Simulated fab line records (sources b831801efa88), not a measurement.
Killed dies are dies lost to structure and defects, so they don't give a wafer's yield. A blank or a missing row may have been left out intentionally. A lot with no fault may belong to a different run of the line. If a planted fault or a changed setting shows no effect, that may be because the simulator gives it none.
fab line records | flow sky130
[record] lots = 7 | wafers = 21 | lastDay = 50
route steps=708 shown SONOS_ONO@182 GATE_OXIDE@187
lots that met no fault: taken from a fault-free run of the same line
startH: hours from the record's first day to the start of the lot's first wafer shown | waitH: hours elapsed since this lot's preceding step | " same as the row above | L1.1+2: one row covering several wafers at once | - no value present, or no start provided | * or withheld: withheld | < > ~ a bound
route shown NAME@n: a module of which the file shows steps, and the number in the route of the first | usual: average and standard deviation across the fault-free wafers | same: alike in all rows | chamber/n: place in a boat | sites: each site's reading | _std_site: their standard deviation | _edge_site: mean of outer sites minus mean of inner sites | radiusMm: how far each site lies from the wafer's centre | mask NAME#n: copy n | behind: the last tool/chamber to shape the wafer | hold: reason for holding the lot/hours on hold/outcome of the hold | device: the transistor (n, p or np) that didn't switch | end of line: the route-end tests of the same wafers | a step given without rows: its recipe and nothing more | killed: dies lost to structure and defects at the first sort, not the wafer's yield | map: the dies of a wafer, with x for killed, . for not killed, _ for no die there
set.NAME: the setting the step ran with; set.NAME@STEP: the setting that earlier step ran with | model.NAME: the simulator's own value behind a step, which no gauge read
a table for each step, a row for each wafer; lots at some steps of the route
services: a tool's chamber out of use, with start hour (startH, from the record's first day; less than 0 if before it), hours out, and reason
[[steps]]
[step SKY_SONOS_ONO_OVL_MEAS_14]
[usual] SONOS_ONO_OVL = 0.9/1.5
lot.wafer | tool       | chamber | startH | waitH | SONOS_ONO_OVL[nm]
L579.1    | overlay-02 | -       | 380.53 | 0.1   | 3.5
L579.2    | "          | -       | "      | "     | -0.4
L579.4    | "          | -       | "      | "     | 2.1
L581.3    | overlay-02 | -       | 408.18 | 0.1   | -2.7
L581.5    | "          | -       | "      | "     | 0.3
L581.6    | "          | -       | "      | "     | -0.4
L582.3    | overlay-01 | -       | 416.62 | 0.1   | 2.6
L582.4    | "          | -       | "      | "     | 1.7
L582.6    | "          | -       | "      | "     | 0.8
L583.1    | overlay-01 | -       | 423.48 | 0.1   | -0.3
L583.3    | "          | -       | "      | "     | 1.2
L583.6    | "          | -       | "      | "     | 0.9
L586.3    | overlay-01 | -       | 444.38 | 0.1   | 0.9
L586.4    | "          | -       | "      | "     | 0.8
L586.5    | "          | -       | "      | "     | 1.3
L588.2    | overlay-02 | -       | 458.72 | 0.1   | 1.5
L588.4    | "          | -       | "      | "     | 0.7
L588.5    | "          | -       | "      | "     | 1.2
L589.2    | overlay-02 | -       | 461.33 | 0.1   | 0.8
L589.3    | "          | -       | "      | "     | 1.8
L589.4    | "          | -       | "      | "     | 0.5
[step SKY_SONOS_ONO_ETCH_15]
[recipe] targetDepthNm = 19.52 | chemistry = CHF3/O2 | sourceW = 600 | biasW = 200 | pressureMtorr = 40 | chf3FlowSccm = 50 | O2_flow_sccm = 5 | timeS = 7.8
[usual] biasW = 200.0/0.56 | drypumpMotorCurrentA = 5.8/0.51 | oesProductAu = 0.996/0.0086 | rfFwdPowerW = 587/3.2 | throttleValvePct = 8.824/0.0089
lot.wafer | tool       | chamber | startH | waitH | biasW | drypumpMotorCurrentA | oesProductAu | rfFwdPowerW | rfHoursCounterH | throttleValvePct
L579.1    | rieDiel-04 | 1       | 380.57 | 0.0   | 200.0 | 6.1                  | 1.006        | 587         | 32              | 8.823
L579.2    | "          | 2       | "      | "     | 198.9 | 6.4                  | 0.996        | 584         | 4               | 8.812
L579.4    | "          | 0       | "      | "     | 200.2 | 6.0                  | 0.976        | 585         | 16              | 8.827
L581.3    | rieDiel-02 | 1       | 408.20 | 0.0   | 200.6 | 6.3                  | 0.996        | 595         | 4               | 8.825
L581.5    | "          | 3       | "      | "     | 200.6 | 6.3                  | 1.007        | 586         | -               | 8.832
L581.6    | "          | 0       | "      | "     | 200.4 | 5.8                  | 1.002        | 584         | -               | 8.809
L582.3    | rieDiel-02 | 3       | 416.64 | 0.0   | 200.3 | 6.2                  | 1.005        | 584         | 4               | 8.849
L582.4    | "          | 1       | "      | "     | 200.1 | 6.2                  | 0.997        | 590         | 4               | 8.815
L582.6    | "          | 0       | "      | "     | 201.0 | 5.8                  | 1.004        | 587         | -               | 8.835
L583.1    | rieDiel-02 | 2       | 423.51 | 0.0   | 200.4 | 6.1                  | 1.010        | 588         | 8               | 8.836
L583.3    | "          | 3       | "      | "     | 199.9 | 6.3                  | 0.995        | 585         | 4               | 8.831
L583.6    | "          | 1       | "      | "     | 200.4 | 6.3                  | 0.994        | 596         | -               | 8.825
L586.3    | rieDiel-03 | 2       | 444.40 | 0.0   | 200.5 | 5.5                  | 1.000        | 581         | 2               | 8.824
L586.4    | "          | 1       | "      | "     | 199.8 | 4.7                  | 0.992        | 584         | -               | 8.812
L586.5    | "          | 3       | "      | "     | 200.8 | 5.9                  | 1.000        | 583         | -               | 8.825
L588.2    | rieDiel-03 | 1       | 458.75 | 0.0   | 199.3 | 4.7                  | 0.995        | 587         | 80              | 8.827
L588.4    | "          | 3       | "      | "     | 200.4 | 6.0                  | 1.002        | 588         | 20              | 8.827
L588.5    | "          | 1       | "      | "     | 199.6 | 4.7                  | 0.998        | 589         | -               | 8.829
L589.2    | rieDiel-04 | 3       | 461.36 | 0.0   | 199.4 | 5.8                  | 0.988        | 587         | 9               | 8.819
L589.3    | "          | 2       | "      | "     | 199.7 | 6.4                  | 0.996        | 585         | 6               | 8.829
L589.4    | "          | 0       | "      | "     | 200.4 | 6.0                  | 1.000        | 586         | 18              | 8.819
[step SKY_SONOS_ONO_WET_ETCH_16]
[recipe] chemistry = dHF | targetDepthNm = 14 | dry = n2Spin | target = SiO2 | dilution = 100:1 | tempC = 25 | timeS = 280
[step SKY_SONOS_ONO_STRIP_17]
[recipe] chemistry = O2/N2 | powerW = 1400 | pressureMtorr = 1500 | platenTempC = withheld | o2FlowSccm = 3000 | n2FlowSccm = 300 | overashFraction = 0.5
[usual] drypumpMotorCurrentA = 5.76/0.11 | oesProductAu = 0.710/0.0044 | stripTimeToEndpointS = 14.09/0.04
lot.wafer | tool           | chamber | startH | waitH | drypumpMotorCurrentA | oesProductAu | rfHoursCounterH | stripTimeToEndpointS
L579.1    | plasmaAsher-01 | 0       | 380.68 | 0.0   | 5.83                 | 0.711        | 67              | 14.07
L579.2    | "              | 1       | "      | "     | 5.76                 | 0.713        | 67              | 14.12
L579.4    | "              | 1       | "      | "     | 5.76                 | 0.713        | -               | 14.05
L581.3    | plasmaAsher-01 | 0       | 408.34 | 0.0   | 5.84                 | 0.709        | -               | 14.08
L581.5    | "              | 0       | "      | "     | 5.84                 | 0.710        | -               | 14.11
L581.6    | "              | 1       | "      | "     | 5.77                 | 0.714        | -               | 14.09
L582.3    | plasmaAsher-04 | 0       | 416.78 | 0.0   | 5.68                 | 0.706        | -               | 14.12
L582.4    | "              | 1       | "      | "     | 5.80                 | 0.702        | -               | 14.09
L582.6    | "              | 0       | "      | "     | 5.70                 | 0.716        | -               | 14.07
L583.1    | plasmaAsher-02 | 0       | 423.63 | 0.0   | 5.51                 | 0.707        | 62              | 14.06
L583.3    | "              | 1       | "      | "     | 5.88                 | 0.705        | -               | 14.08
L583.6    | "              | 1       | "      | "     | 5.89                 | 0.710        | -               | 14.10
L586.3    | plasmaAsher-04 | 0       | 444.55 | 0.0   | 5.66                 | 0.712        | -               | 14.06
L586.4    | "              | 1       | "      | "     | 5.82                 | 0.706        | -               | 14.04
L586.5    | "              | 1       | "      | "     | 5.80                 | 0.705        | -               | 14.03
L588.2    | plasmaAsher-02 | 0       | 458.95 | 0.0   | 5.55                 | 0.708        | 65              | 14.14
L588.4    | "              | 0       | "      | "     | 5.52                 | 0.719        | -               | 14.10
L588.5    | "              | 0       | "      | "     | 5.56                 | 0.706        | -               | 14.09
L589.2    | plasmaAsher-04 | 1       | 461.47 | 0.0   | 5.78                 | 0.706        | 3               | 14.05
L589.3    | "              | 1       | "      | "     | 5.79                 | 0.707        | -               | 14.07
L589.4    | "              | 0       | "      | "     | 5.68                 | 0.711        | -               | 14.08
[step SKY_SONOS_ONO_WET_ETCH_18]
[recipe] chemistry = H3PO4 | targetDepthNm = 15 | target = Si3N4 | tempC = 160 | timeS = 172
[step SKY_GATE_OXIDE_CLEAN_00]
[recipe] chemistry = SC1/SC2 | mix = 1:4:20 | tempC = 70 | timeS = 150 | dry = n2Spin
[step SKY_GATE_OXIDE_OXIDATION_01]
[recipe] tempC = 900 | ambient = O2 | stabiliseS = 600 | purgeS = 300 | targetThkA = 102.68 | oxTimeS = 1473
[step SKY_GATE_OXIDE_THK_MEAS_02]
[recipe] reads = SiO2_of_GATE_OXIDE_OXIDATION_01
[usual] GATE_OXIDE_OXIDATION_00_THK = 10.32/0.23
lot.wafer | tool         | chamber | startH | waitH | GATE_OXIDE_OXIDATION_00_THK[nm]
L579.1    | filmMetro-01 | -       | 384.83 | 0.0   | 9.94
L579.2    | "            | -       | "      | "     | 9.91
L579.4    | "            | -       | "      | "     | 10.00
L581.3    | filmMetro-04 | -       | 411.75 | 0.0   | 9.91
L581.5    | "            | -       | "      | "     | 10.18
L581.6    | "            | -       | "      | "     | 10.05
L582.3    | filmMetro-04 | -       | 420.12 | 0.0   | 10.32
L582.4    | "            | -       | "      | "     | 10.32
L582.6    | "            | -       | "      | "     | 10.41
L583.1    | filmMetro-02 | -       | 426.93 | 0.0   | 10.88
L583.3    | "            | -       | "      | "     | 10.88
L583.6    | "            | -       | "      | "     | 10.83
L586.3    | filmMetro-02 | -       | 447.13 | 0.0   | 10.38
L586.4    | "            | -       | "      | "     | 10.17
L586.5    | "            | -       | "      | "     | 10.28
L588.2    | filmMetro-02 | -       | 461.38 | 0.0   | 10.08
L588.4    | "            | -       | "      | "     | 10.10
L588.5    | "            | -       | "      | "     | 10.18
L589.2    | filmMetro-02 | -       | 464.01 | 0.0   | 10.12
L589.3    | "            | -       | "      | "     | 10.18
L589.4    | "            | -       | "      | "     | 10.37
[step SKY_GATE_OXIDE_DEHYDRATE_03]
[recipe] tempC = 200 | timeS = 60
[step SKY_GATE_OXIDE_HMDS_04]
[recipe] primeTimeS = 60 | primeTempC = 120
[step SKY_GATE_OXIDE_COAT_05]
[recipe] resist = NOVOLAK | spinRpm = 3000 | resistThkNm = 1140
[step SKY_GATE_OXIDE_SOFTBAKE_06]
[recipe] tempC = 90 | timeS = 60 | resist = NOVOLAK
[step SKY_GATE_OXIDE_EXPOSE_07]
[recipe] maskId = LVOM | na = 0.6 | sourceShape = conventional | sigmaOuter = 0.6 | polarization = unpolarized | targetCdNm = 600 | doseMj = 170
[usual] exposureDoseMJCm2 = 170.01/0.14 | focusOffsetNm = 0.0/0.55
lot.wafer | tool            | chamber | startH | waitH | mask   | exposureDoseMJCm2 | focusOffsetNm
L579.1    | ilineStepper-01 | 0       | 398.91 | -     | LVOM#0 | 170.07            | -0.7
L579.2    | "               | 0       | "      | "     | LVOM#0 | 169.90            | -0.6
L579.4    | "               | 0       | "      | "     | LVOM#0 | 169.65            | -0.2
L581.3    | ilineStepper-01 | -       | 426.70 | -     | LVOM#0 | -                 | -
L581.5    | "               | -       | "      | "     | LVOM#0 | -                 | -
L581.6    | "               | -       | "      | "     | LVOM#0 | -                 | -
L582.3    | ilineStepper-01 | -       | 435.02 | -     | LVOM#0 | -                 | -
L582.4    | "               | -       | "      | "     | LVOM#0 | -                 | -
L582.6    | "               | -       | "      | "     | LVOM#0 | -                 | -
L583.1    | ilineStepper-02 | -       | 442.66 | -     | LVOM#0 | -                 | -
L583.3    | "               | -       | "      | "     | LVOM#0 | -                 | -
L583.6    | "               | -       | "      | "     | LVOM#0 | -                 | -
L586.3    | ilineStepper-01 | 0       | 462.44 | -     | LVOM#0 | 170.12            | 0.2
L586.4    | "               | 0       | "      | "     | LVOM#0 | 169.93            | -0.4
L586.5    | "               | 0       | "      | "     | LVOM#0 | 170.03            | 0.0
L588.2    | ilineStepper-01 | 0       | 476.78 | -     | LVOM#0 | 170.04            | 0.2
L588.4    | "               | 0       | "      | "     | LVOM#0 | 170.00            | -0.2
L588.5    | "               | 0       | "      | "     | LVOM#0 | 170.11            | -0.4
L589.2    | ilineStepper-01 | 0       | 479.78 | -     | LVOM#0 | 170.07            | -0.6
L589.3    | "               | 0       | "      | "     | LVOM#0 | 169.86            | -0.2
L589.4    | "               | 0       | "      | "     | LVOM#0 | 170.16            | -0.6
[step SKY_GATE_OXIDE_PEB_08]
[recipe] tempC = withheld | timeS = * | resist = NOVOLAK
[[services]]
tool            | chamber | startH | hours | kind
rieDiel-03      | 1       | 371.46 | 12.1  | repair
plasmaAsher-02  | -       | 373.75 | 0.7   | repair
rieDiel-02      | 2       | 380.49 | 4.1   | repair
plasmaAsher-02  | -       | 387.23 | 2.8   | pm
ilineStepper-01 | -       | 394.73 | 1.7   | pm
plasmaAsher-01  | -       | 406.69 | 1.5   | repair
plasmaAsher-04  | -       | 421.25 | 9.0   | pm
plasmaAsher-04  | 0       | 421.25 | 9.0   | ventCycle
plasmaAsher-04  | 1       | 421.25 | 9.0   | ventCycle
rieDiel-04      | 3       | 423.10 | 9.9   | repair
plasmaAsher-04  | 0       | 430.25 | -     | clean
plasmaAsher-04  | 1       | 430.25 | -     | clean
rieDiel-03      | 2       | 430.77 | 4.3   | repair
rieDiel-03      | 0       | 431.84 | 12.7  | repair
rieDiel-04      | 1       | 441.52 | 4.9   | repair
rieDiel-02      | 3       | 445.83 | 1.7   | repair
ilineStepper-01 | -       | 458.39 | 1.0   | repair
ilineStepper-02 | -       | 461.07 | 1.7   | pm
rieDiel-02      | -       | 467.28 | 28.1  | pm
plasmaAsher-01  | -       | 467.58 | 2.9   | repair
ilineStepper-02 | -       | 468.79 | 1.6   | repair
plasmaAsher-01  | -       | 472.70 | 2.8   | repair
[[key]]
[firstSign] step = SKY_GATE_OXIDE_EXPOSE_07 | reading = toolRecord | direction = missing
effect none on later readings
metAt SKY_GATE_OXIDE_EXPOSE_07
struckWafers L581.3,L581.5,L581.6,L582.3,L582.4,L582.6,L583.1,L583.3,L583.6
laterRowsLeftOut L581.3,L581.5,L581.6,L582.3,L582.4,L582.6,L583.1,L583.3,L583.6
sortLeftOut L581.3,L581.5,L581.6,L582.3,L582.4,L582.6,L583.1,L583.3,L583.6
testerLeftOut L581,L582,L583
onsetBetween 398.91 426.70
[fault] kind = skippedStepWhole | tool = ilineStepper-01,ilineStepper-02 | chamber = - | onsetH = 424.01 | steps = SKY_GATE_OXIDE_EXPOSE_07 | scope = struckLotsOnly
// testerLeftOut: of these lots the tester's yield and bins aren't shown, on N5 and GAA mostly nor the transistor test; their killed dies are dies lost to structure and defects alone, not to doping, threshold or leakage, so they don't give the yield
// sortLeftOut: the simulated sort isn't trusted on such a fault, so these wafers' sort isn't shown, and their yield isn't known
// laterRowsLeftOut: the simulator's readings of these wafers behind a module that went badly wrong aren't trusted and aren't shown, but for the sort
